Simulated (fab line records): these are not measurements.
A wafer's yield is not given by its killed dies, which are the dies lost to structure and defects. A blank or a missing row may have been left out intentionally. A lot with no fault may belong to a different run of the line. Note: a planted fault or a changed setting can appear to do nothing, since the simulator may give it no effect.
fab line records | flow sky130
record lots=11 | wafers=33 | lastDay=49
route steps=708 shown LI_CONTACT@376 LOCAL_INTERCONNECT@388 CONTACT@417 PAD_OPEN@708
lots untouched by any fault: they come from a run of this same line in which no faults occurred
startH: start of the lot's first displayed wafer, in hours after the record's first day | waitH: hours from the lot's prior step to this one | " unchanged from the row above | L1.1+2: a row that stands for several wafers | - either no value or no given start | * or withheld: withheld | < > ~ a bound
route shown NAME@n: NAME is a module with steps in the file, n the number in the route of the first one | usual: mean/standard deviation taken from wafers without a fault | same: alike in all rows | chamber/n: place in a boat | sites: per-site readings | _std_site: standard deviation of those values | _edge_site: outer sites' mean less inner sites' | radiusMm: how far each site lies from the wafer's centre | mask NAME#n: copy n | behind: the tool/chamber that last shaped the wafer | hold: cause of the lot's hold/its duration in hours/its outcome | device: the transistor (n, p or np) that didn't switch | end of line: at the end of the route, the tests of the same wafers | where a step has no rows: the recipe by itself | killed: not the wafer's yield, but the dies lost to structure and defects at the first sort | map: a wafer's dies, x killed, . not, _ none there
set.NAME: setting as actually run; set.NAME@STEP: the setting as run at that earlier step | model.NAME: the simulator's own value behind a step, which no gauge read
a sample of lots followed through the steps of the route, with each step as a table and each wafer as a row
services: from which hour (startH, from the record's first day; less than 0 if before it) a tool's chamber was out of use, for how many hours, and why
## steps
# step SKY_LI_CONTACT_ETCH_14
# recipe chemistry=N2/H2 | target=BARC | ionEnergyEv=200 | sourceW=500 | biasW=100 | pressureMtorr=30 | n2FlowSccm=100 | h2FlowSccm=200 | stopOn=SiO2 | timeS=45.9 | targetDepthA=600
# usual drypumpMotorCurrentA=5.8/0.32 | oesProductAu=0.855/0.005 | throttleValvePct=13.225/0.0087
# same timeS=45.9
lot.wafer | tool       | chamber | startH | waitH | drypumpMotorCurrentA | oesProductAu | rfHoursCounterH | throttleValvePct
L857.2    | rieDiel-01 | 2       | 676.44 | 0.0   | 5.8                  | 0.867        | 2               | 13.240
L857.4    | "          | 3       | "      | "     | 6.1                  | 0.854        | -               | 13.230
L857.5    | "          | 2       | "      | "     | 5.9                  | 0.855        | -               | 13.222
L860.1    | rieDiel-03 | 0       | 698.60 | 0.0   | 6.1                  | 0.859        | 8               | 13.215
L860.3    | "          | 2       | "      | "     | 5.2                  | 0.851        | 3               | 13.214
L860.4    | "          | 1       | "      | "     | 5.8                  | 0.853        | 10              | 13.242
L861.1    | rieDiel-04 | 1       | 708.95 | 0.0   | 6.0                  | 0.849        | 5               | 13.223
L861.3    | "          | 2       | "      | "     | 5.2                  | 0.861        | 3               | 13.214
L861.6    | "          | 2       | "      | "     | 5.2                  | 0.850        | -               | 13.241
L864.1    | rieDiel-03 | 2       | 735.45 | 0.0   | 5.2                  | 0.852        | 4               | 13.221
L864.5    | "          | 3       | "      | "     | 6.0                  | 0.855        | -               | 13.236
L864.6    | "          | 0       | "      | "     | 6.1                  | 0.861        | -               | 13.237
L867.2    | rieDiel-03 | 1       | 770.29 | 0.0   | 5.8                  | 0.849        | 11              | 13.224
L867.3    | "          | 3       | "      | "     | 6.0                  | 0.847        | 11              | 13.227
L867.5    | "          | 1       | "      | "     | 5.8                  | 0.850        | -               | 13.222
L868.1    | rieDiel-01 | 1       | 780.50 | 0.0   | 6.1                  | 0.850        | 2               | 13.219
L868.2    | "          | 2       | "      | "     | 5.9                  | 0.852        | 4               | 13.231
L868.3    | "          | 3       | "      | "     | 6.1                  | 0.856        | 11              | 13.234
L873.2    | rieDiel-01 | 2       | 810.00 | 0.0   | 5.9                  | 0.854        | 5               | 13.228
L873.5    | "          | 1       | "      | "     | 6.1                  | 0.846        | -               | 13.214
L873.6    | "          | 0       | "      | "     | 5.6                  | 0.856        | -               | 13.231
L874.2    | rieDiel-01 | 2       | 822.69 | 0.0   | 5.8                  | 0.856        | 5               | 13.231
L874.4    | "          | 1       | "      | "     | 6.1                  | 0.858        | -               | 13.223
L874.6    | "          | 0       | "      | "     | 5.6                  | 0.860        | -               | 13.231
L875.1    | rieDiel-03 | 2       | 824.50 | 0.0   | 5.2                  | 0.860        | 7               | 13.221
L875.4    | "          | 3       | "      | "     | 6.0                  | 0.860        | 13              | 13.209
L875.5    | "          | 2       | "      | "     | 5.2                  | 0.852        | -               | 13.224
L876.3    | rieDiel-01 | 1       | 829.39 | 0.0   | 6.1                  | 0.856        | 3               | 13.214
L876.4    | "          | 3       | "      | "     | 6.1                  | 0.843        | 12              | 13.217
L876.6    | "          | 2       | "      | "     | 5.9                  | 0.853        | -               | 13.228
L877.1    | rieDiel-01 | 0       | 831.35 | 0.0   | 5.6                  | 0.852        | 4               | 13.240
L877.3    | "          | 3       | "      | "     | 6.1                  | 0.862        | 12              | 13.226
L877.4    | "          | 1       | "      | "     | 6.1                  | 0.850        | 3               | 13.220
# step SKY_LOCAL_INTERCONNECT_RS_MEAS_01
# recipe thkMeasGauge=four-point-probe | reads=TiN_of_LOCAL_INTERCONNECT_SPUTTER_00
# usual LOCAL_INTERCONNECT_TIN_RS=14.16/0.17
lot.wafer | tool         | chamber | startH | waitH | LOCAL_INTERCONNECT_TIN_RS[ohm/sq]
L857.2    | filmMetro-03 | -       | 677.69 | 0.1   | 14.35
L857.4    | "            | -       | "      | "     | 14.26
L857.5    | "            | -       | "      | "     | 14.08
L860.1    | filmMetro-04 | -       | 699.84 | 0.0   | 14.10
L860.3    | "            | -       | "      | "     | 14.12
L860.4    | "            | -       | "      | "     | 13.95
L861.1    | filmMetro-04 | -       | 710.19 | 0.0   | 14.12
L861.3    | "            | -       | "      | "     | 13.96
L861.6    | "            | -       | "      | "     | 14.08
L864.1    | filmMetro-04 | -       | 736.67 | 0.0   | 14.51
L864.5    | "            | -       | "      | "     | 14.52
L864.6    | "            | -       | "      | "     | 14.35
L867.2    | filmMetro-04 | -       | 771.53 | 0.1   | 14.17
L867.3    | "            | -       | "      | "     | 14.28
L867.5    | "            | -       | "      | "     | 14.16
L868.1    | filmMetro-04 | -       | 781.74 | 0.0   | 14.10
L868.2    | "            | -       | "      | "     | 14.25
L868.3    | "            | -       | "      | "     | 14.18
L873.2    | filmMetro-03 | -       | 811.24 | 0.1   | 14.54
L873.5    | "            | -       | "      | "     | 14.41
L873.6    | "            | -       | "      | "     | 14.24
L874.2    | filmMetro-04 | -       | 823.97 | 0.1   | 14.35
L874.4    | "            | -       | "      | "     | 14.37
L874.6    | "            | -       | "      | "     | 14.32
L875.1    | filmMetro-04 | -       | 825.74 | 0.0   | 13.82
L875.4    | "            | -       | "      | "     | 13.91
L875.5    | "            | -       | "      | "     | 13.97
L876.3    | filmMetro-04 | -       | 830.67 | 0.1   | 13.86
L876.4    | "            | -       | "      | "     | 14.10
L876.6    | "            | -       | "      | "     | 14.03
L877.1    | filmMetro-03 | -       | 832.87 | 0.0   | 14.17
L877.3    | "            | -       | "      | "     | 14.30
L877.4    | "            | -       | "      | "     | 14.35
# step SKY_LOCAL_INTERCONNECT_STRIP_15
# recipe chemistry=O2/N2 | powerW=1400 | pressureMtorr=1500 | platenTempC=withheld | o2FlowSccm=3000 | n2FlowSccm=300 | overashFraction=0.5
# usual drypumpMotorCurrentA=5.4/0.36 | oesProductAu=0.427/0.0048 | stripTimeToEndpointS=4.727/0.019
# same overashFraction=0.5
lot.wafer | tool           | chamber | startH | waitH | drypumpMotorCurrentA | oesProductAu | rfHoursCounterH | stripTimeToEndpointS
L857.2    | plasmaAsher-01 | 0       | 706.05 | 0.0   | 5.9                  | 0.419        | 99              | 4.706
L857.4    | "              | 0       | "      | "     | 5.8                  | 0.429        | -               | 4.715
L857.5    | "              | 0       | "      | "     | 5.9                  | 0.435        | -               | 4.720
L860.1    | plasmaAsher-04 | 0       | 728.65 | 0.0   | 4.7                  | 0.436        | 91              | 4.765
L860.3    | "              | 1       | "      | "     | 5.4                  | 0.430        | -               | 4.733
L860.4    | "              | 0       | "      | "     | 4.7                  | 0.432        | -               | 4.737
L861.1    | plasmaAsher-04 | 1       | 737.95 | 0.0   | 5.4                  | 0.435        | 92              | 4.692
L861.3    | "              | 1       | "      | "     | 5.4                  | 0.432        | -               | 4.728
L861.6    | "              | 1       | "      | "     | 5.3                  | 0.428        | -               | 4.726
L864.1    | plasmaAsher-03 | 0       | 763.40 | 0.0   | 5.6                  | 0.432        | 65              | 4.675
L864.5    | "              | 1       | "      | "     | 5.5                  | 0.428        | -               | 4.714
L864.6    | "              | 0       | "      | "     | 5.6                  | 0.420        | -               | 4.668
L867.2    | plasmaAsher-03 | 0       | 798.10 | 0.0   | 5.6                  | 0.429        | 68              | 4.718
L867.3    | "              | 0       | "      | "     | 5.6                  | 0.423        | -               | 4.719
L867.5    | "              | 1       | "      | "     | 5.5                  | 0.417        | -               | 4.729
L868.1    | plasmaAsher-03 | 1       | 808.40 | 0.0   | 5.5                  | 0.419        | 69              | 4.724
L868.2    | "              | 0       | "      | "     | 5.6                  | 0.428        | 69              | 4.745
L868.3    | "              | 1       | "      | "     | 5.5                  | 0.423        | -               | 4.746
L873.2    | plasmaAsher-04 | 1       | 837.85 | 0.0   | 5.4                  | 0.423        | 102             | 4.728
L873.5    | "              | 1       | "      | "     | 5.4                  | 0.432        | -               | 4.729
L873.6    | "              | 0       | "      | "     | 4.7                  | 0.425        | -               | 4.712
L874.2    | plasmaAsher-04 | 1       | 850.71 | 0.0   | 5.4                  | 0.420        | 103             | 4.719
L874.4    | "              | 0       | "      | "     | 4.7                  | 0.425        | -               | 4.701
L874.6    | "              | 0       | "      | "     | 4.7                  | 0.428        | -               | 4.719
L875.1    | plasmaAsher-04 | 1       | 852.15 | 0.0   | 5.4                  | 0.430        | 103             | 4.719
L875.4    | "              | 0       | "      | "     | 4.7                  | 0.428        | -               | 4.751
L875.5    | "              | 0       | "      | "     | 4.7                  | 0.425        | -               | 4.725
L876.3    | plasmaAsher-01 | 0       | 856.69 | 0.1   | 5.8                  | 0.423        | -               | 4.740
L876.4    | "              | 1       | "      | "     | 5.6                  | 0.434        | -               | 4.719
L876.6    | "              | 0       | "      | "     | 5.8                  | 0.423        | -               | 4.715
L877.1    | plasmaAsher-03 | 1       | 858.90 | 0.0   | 5.5                  | 0.422        | 75              | 4.719
L877.3    | "              | 0       | "      | "     | 5.6                  | 0.423        | -               | 4.728
L877.4    | "              | 1       | "      | "     | 5.5                  | 0.427        | -               | 4.717
# step SKY_CONTACT_EXPOSE_11
# recipe maskId=CTM1 | na=0.8 | sourceShape=annular | sigmaInner=0.55 | sigmaOuter=0.85 | targetCdNm=170 | doseMj=38
# usual exposureDoseMJCm2=37.99/0.041
# same na=0.8
lot.wafer | tool          | chamber | startH | waitH | mask   | exposureDoseMJCm2
L857.2    | krfScanner-02 | 0       | 721.25 | -     | CTM1#0 | 38.02
L857.4    | "             | 0       | "      | "     | CTM1#0 | 38.03
L857.5    | "             | 0       | "      | "     | CTM1#0 | 37.97
L860.1    | krfScanner-01 | 0       | 743.32 | -     | CTM1#0 | 38.04
L860.3    | "             | 0       | "      | "     | CTM1#0 | 38.00
L860.4    | "             | 0       | "      | "     | CTM1#0 | 37.99
L861.1    | krfScanner-01 | 0       | 752.79 | -     | CTM1#0 | 37.97
L861.3    | "             | 0       | "      | "     | CTM1#0 | 38.03
L861.6    | "             | 0       | "      | "     | CTM1#0 | 38.06
L864.1    | krfScanner-01 | 0       | 778.41 | -     | CTM1#0 | 35.93
L864.5    | "             | 0       | "      | "     | CTM1#0 | 35.94
L864.6    | "             | 0       | "      | "     | CTM1#0 | 35.99
L867.2    | krfScanner-01 | 0       | 812.18 | -     | CTM1#0 | 36.25
L867.3    | "             | 0       | "      | "     | CTM1#0 | 36.31
L867.5    | "             | 0       | "      | "     | CTM1#0 | 36.34
L868.1    | krfScanner-01 | 0       | 823.39 | -     | CTM1#0 | 36.31
L868.2    | "             | 0       | "      | "     | CTM1#0 | 36.28
L868.3    | "             | 0       | "      | "     | CTM1#0 | 36.30
L873.2    | krfScanner-02 | 0       | 852.28 | -     | CTM1#0 | 37.92
L873.5    | "             | 0       | "      | "     | CTM1#0 | 37.99
L873.6    | "             | 0       | "      | "     | CTM1#0 | 37.95
L874.2    | krfScanner-02 | 0       | 864.16 | -     | CTM1#0 | 38.01
L874.4    | "             | 0       | "      | "     | CTM1#0 | 38.00
L874.6    | "             | 0       | "      | "     | CTM1#0 | 37.98
L875.1    | krfScanner-02 | 0       | 865.89 | -     | CTM1#0 | 37.94
L875.4    | "             | 0       | "      | "     | CTM1#0 | 37.99
L875.5    | "             | 0       | "      | "     | CTM1#0 | 37.99
L876.3    | krfScanner-02 | 0       | 870.78 | -     | CTM1#0 | 38.02
L876.4    | "             | 0       | "      | "     | CTM1#0 | 38.03
L876.6    | "             | 0       | "      | "     | CTM1#0 | 37.99
L877.1    | krfScanner-02 | 0       | 872.33 | -     | CTM1#0 | 38.00
L877.3    | "             | 0       | "      | "     | CTM1#0 | 38.05
L877.4    | "             | 0       | "      | "     | CTM1#0 | 37.97
# step SKY_CONTACT_CD_MEAS_14
# recipe targetCdNm=170
# usual cdNm=170.0/1.4
lot.wafer | tool     | chamber | startH | waitH | hold                    | cdNm
L857.2    | cdSem-01 | -       | 735.51 | -     | -                       | 167.9
L857.4    | "        | -       | "      | "     | -                       | 167.1
L857.5    | "        | -       | "      | "     | -                       | 166.2
L860.1    | cdSem-02 | -       | 756.49 | -     | -                       | 168.4
L860.3    | "        | -       | "      | "     | -                       | 168.4
L860.4    | "        | -       | "      | "     | -                       | 169.6
L861.1    | cdSem-01 | -       | 766.24 | -     | -                       | 170.1
L861.3    | "        | -       | "      | "     | -                       | 168.2
L861.6    | "        | -       | "      | "     | -                       | 172.2
L864.1    | cdSem-02 | -       | 791.34 | -     | awaitDispo/0.2h/release | 161.5
L864.5    | "        | -       | "      | "     | awaitDispo/0.2h/release | 161.1
L864.6    | "        | -       | "      | "     | awaitDispo/0.2h/release | 161.4
L864.1    | cdSem-02 | -       | 791.65 | 0.3   | -                       | 161.4
L864.5    | "        | -       | "      | "     | -                       | 161.3
L864.6    | "        | -       | "      | "     | -                       | 161.9
L867.2    | cdSem-02 | -       | 825.31 | -     | awaitDispo/0.2h/release | 162.1
L867.3    | "        | -       | "      | "     | awaitDispo/0.2h/release | 163.1
L867.5    | "        | -       | "      | "     | awaitDispo/0.2h/release | 164.0
L867.2    | cdSem-02 | -       | 825.60 | 0.3   | -                       | 162.6
L867.3    | "        | -       | "      | "     | -                       | 163.1
L867.5    | "        | -       | "      | "     | -                       | 164.3
L868.1    | cdSem-01 | -       | 835.78 | -     | awaitDispo/0.2h/release | 163.8
L868.2    | "        | -       | "      | "     | awaitDispo/0.2h/release | 163.3
L868.3    | "        | -       | "      | "     | awaitDispo/0.2h/release | 162.7
L868.1    | cdSem-01 | -       | 836.30 | 0.5   | -                       | 163.8
L868.2    | "        | -       | "      | "     | -                       | 163.3
L868.3    | "        | -       | "      | "     | -                       | 163.1
L873.2    | cdSem-02 | -       | 864.65 | -     | -                       | 168.8
L873.5    | "        | -       | "      | "     | -                       | 168.6
L873.6    | "        | -       | "      | "     | -                       | 170.2
L874.2    | cdSem-02 | -       | 876.96 | -     | -                       | 171.1
L874.4    | "        | -       | "      | "     | -                       | 169.9
L874.6    | "        | -       | "      | "     | -                       | 170.4
L875.1    | cdSem-02 | -       | 878.69 | -     | -                       | 169.1
L875.4    | "        | -       | "      | "     | -                       | 170.4
L875.5    | "        | -       | "      | "     | -                       | 170.5
L876.3    | cdSem-01 | -       | 883.58 | -     | -                       | 169.3
L876.4    | "        | -       | "      | "     | -                       | 170.7
L876.6    | "        | -       | "      | "     | -                       | 169.4
L877.1    | cdSem-01 | -       | 885.09 | -     | -                       | 169.2
L877.3    | "        | -       | "      | "     | -                       | 170.1
L877.4    | "        | -       | "      | "     | -                       | 169.6
# step SKY_PAD_OPEN_PROBE_99
# usual killed_at_M0_to_M3=42/7.6 | killed_at_M4_up=2.9/1.7 | killedAtContacts=24/5.1 | killedAtFrontEnd=15/4 | killedAtOther=0.2/0.38 | killedDies=84/9.9 | killedOpen=46/7.2 | killedShort=38/6.6
# same grossDies=492 | killedAtBackSide=0
lot.wafer | tool      | chamber | startH  | waitH | killed_at_M0_to_M3 | killed_at_M4_up | killedAtContacts | killedAtFrontEnd | killedAtOther | killedDies | killedOpen | killedShort
L867.2    | prober-02 | -       | 1141.96 | 0.1   | 50                 | 3               | 38               | 13               | 0             | 104        | 59         | 45
L868.1    | prober-01 | -       | 1153.26 | 0.1   | 40                 | 1               | 34               | 11               | 0             | 86         | 46         | 40
L868.2    | prober-01 | -       | 1153.31 | 0.1   | 44                 | 4               | 24               | 14               | 1             | 87         | 47         | 40
L868.3    | prober-01 | -       | 1153.36 | 0.2   | 37                 | 2               | 32               | 18               | 0             | 89         | 49         | 40
# killed by level:class
L867.2 CONTACT:geometricParticle:open=19 VIA2:geometricParticle:open=10 LI_CONTACT:geometricParticle:open=8 VIA1:geometricParticle:open=8 VIA1:geometricParticle:short=8 METAL2:geometricParticle:short=7 METAL1:geometricParticle:short=6 LI_CONTACT:geometricParticle:short=4
L868.1 CONTACT:geometricParticle:open=13 VIA1:geometricParticle:open=12 CONTACT:geometricParticle:short=7 LOCAL_INTERCONNECT:geometricParticle:short=6 METAL2:geometricParticle:short=6 LI_CONTACT:geometricParticle:open=5 VIA3:geometricParticle:open=4 VIA3:geometricParticle:short=4
L868.2 VIA2:geometricParticle:open=10 METAL2:geometricParticle:short=9 VIA1:geometricParticle:open=7 CONTACT:geometricParticle:open=7 METAL3:geometricParticle:short=5 FIELD_ISO:geometricParticle:short=4 LI_CONTACT:geometricParticle:short=4 LOCAL_INTERCONNECT:geometricParticle:short=4
L868.3 LI_CONTACT:geometricParticle:open=12 VIA1:geometricParticle:open=8 CONTACT:geometricParticle:open=7 CONTACT:geometricParticle:short=6 VIA3:geometricParticle:open=6 VIA3:geometricParticle:short=6 METAL2:geometricParticle:short=5 FIELD_ISO:geometricParticle:open=4
## services
tool           | chamber | startH | hours | kind
plasmaAsher-04 | -       | 676.84 | 2.6   | repair
rieDiel-03     | 2       | 683.25 | 3.7   | repair
rieDiel-03     | -       | 703.94 | 0.5   | repair
krfScanner-02  | -       | 717.04 | 1.3   | pm
krfScanner-02  | -       | 725.78 | 9.4   | repair
rieDiel-01     | 2       | 732.26 | 10.7  | repair
krfScanner-01  | -       | 736.42 | 4.4   | pm
krfScanner-01  | -       | 740.79 | 1.3   | pm
krfScanner-01  | -       | 742.09 | 1.0   | pm
krfScanner-02  | -       | 743.21 | 3.6   | pm
rieDiel-01     | 3       | 749.35 | 9.6   | repair
rieDiel-01     | -       | 753.62 | 2.8   | pm
krfScanner-01  | -       | 760.02 | 2.6   | repair
krfScanner-02  | -       | 766.04 | 7.2   | pm
krfScanner-01  | -       | 773.24 | 0.8   | pm
krfScanner-01  | -       | 773.99 | 0.8   | pm
krfScanner-02  | -       | 783.85 | 0.8   | pm
krfScanner-02  | -       | 786.52 | 2.3   | repair
krfScanner-02  | -       | 796.74 | 1.0   | pm
rieDiel-01     | 3       | 818.35 | 7.0   | repair
krfScanner-01  | -       | 843.20 | 1.3   | pm
rieDiel-01     | -       | 846.16 | 13.5  | repair
krfScanner-01  | -       | 855.15 | 0.2   | repair
krfScanner-02  | -       | 868.95 | 1.3   | pm
## key
firstSign step=SKY_CONTACT_EXPOSE_11 | reading=exposureDoseMJCm2 | direction=down | sigmas=44 | usual=* | struck=*
effect step=SKY_CONTACT_CD_MEAS_14 | reading=visit | direction=added | through=controlLoop
effect step=SKY_CONTACT_CD_MEAS_14 | reading=cdNm | direction=down | sigmas=5.2 | usual=170.0 | struck=162.6 | through=controlLoop
metAt SKY_CONTACT_EXPOSE_11
struckLots L864,L867,L868
testerLeftOut L864,L867,L868
loopTrim step=SKY_CONTACT_EXPOSE_11 | setting=dose | lots=L867,L868
notActingAt SKY_LI_CONTACT_ETCH_14,SKY_LOCAL_INTERCONNECT_RS_MEAS_01,SKY_LOCAL_INTERCONNECT_STRIP_15
onsetBetween 752.79 778.41
fault kind=processParameterDrift | tool=krfScanner-01 | chamber=- | onsetH=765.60 | steps=SKY_CONTACT_EXPOSE_11 | channel=doseMj | offset=-2.0879 | shape=step | actsIn=theseRecipesOnly | stated=38
# testerLeftOut: of these lots the tester's yield and bins aren't shown, on N5 and GAA mostly nor the transistor test; their killed dies are dies lost to structure and defects alone, not to doping, threshold or leakage, so they don't give the yield
# loopTrim: a control loop set the setting to another value than it would have without faults
